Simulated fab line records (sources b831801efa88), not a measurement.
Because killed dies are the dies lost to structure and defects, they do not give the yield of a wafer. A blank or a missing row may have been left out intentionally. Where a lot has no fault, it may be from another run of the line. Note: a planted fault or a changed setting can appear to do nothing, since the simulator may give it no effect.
What tool caused it? | flow sky130 | 7 lots, 21 wafers sampled, at 2 steps of a route of 708

== WHAT EACH GAUGE READ, for each wafer ==
SKY_GATE_OXIDE_TW_MEAS_14.
lot  | measured     | on            | GATE_OXIDE_TW
L618 | day 14 22:11 | film metro-04 | 220.4 219.9 219.9
L621 | day 16 03:04 | film metro-04 | 219.3 220.3 219.3
L624 | day 16 19:29 | film metro-03 | 226.1 223.9 223.7
L631 | day 19 18:47 | film metro-04 | 220.2 220.2 219.5
L634 | day 20 19:27 | film metro-02 | 223.3 222.4 223.6
L636 | day 21 10:52 | film metro-02 | 223.2 221.8 222.8
L638 | day 21 20:56 | film metro-04 | 220.3 218.8 220.4

== WHICH TOOL RAN EACH LOT (tool, then ch and the chambers of the sampled wafers, then the start) ==
lot  | SKY_VT_ADJUST_LVTN_EXPOSE_15
L618 | iline stepper-01 ch 0, day 8 06:07
L621 | iline stepper-02 ch 0, day 9 01:08
L624 | iline stepper-01, day 9 16:48
L631 | iline stepper-02 ch 0, day 11 19:29
L634 | iline stepper-02 ch 0, day 12 19:47
L636 | iline stepper-01 ch 0, day 13 09:14
L638 | iline stepper-01 ch 0, day 13 20:23
- SKY_VT_ADJUST_LVTN_EXPOSE_15: exposes mask HVN STD DERIVED, target cd 600 nm.

== THE ANSWER, worked out from the rows above alone ==
Rule: the usual values come from the lots themselves. Put in order of their means at a reading, lots are off if they are a third of the lots or fewer, leave a main group of 4 or more, and stand apart from it by a gap of 3 or more times the standard deviation of the main group's means; of several such gaps the widest counts. If all means in a main group match to the digits the tables above print for the reading, that group is not used. A lot without any number at a reading at which 4 lots or more have one is off too. Where the step has rows for the other lots, those lots are counted as sound.
Across all readings shown, no lot is off: no conclusion can be drawn from this.

== WHAT HAD BEEN PUT IN BY THE SIMULATOR ==
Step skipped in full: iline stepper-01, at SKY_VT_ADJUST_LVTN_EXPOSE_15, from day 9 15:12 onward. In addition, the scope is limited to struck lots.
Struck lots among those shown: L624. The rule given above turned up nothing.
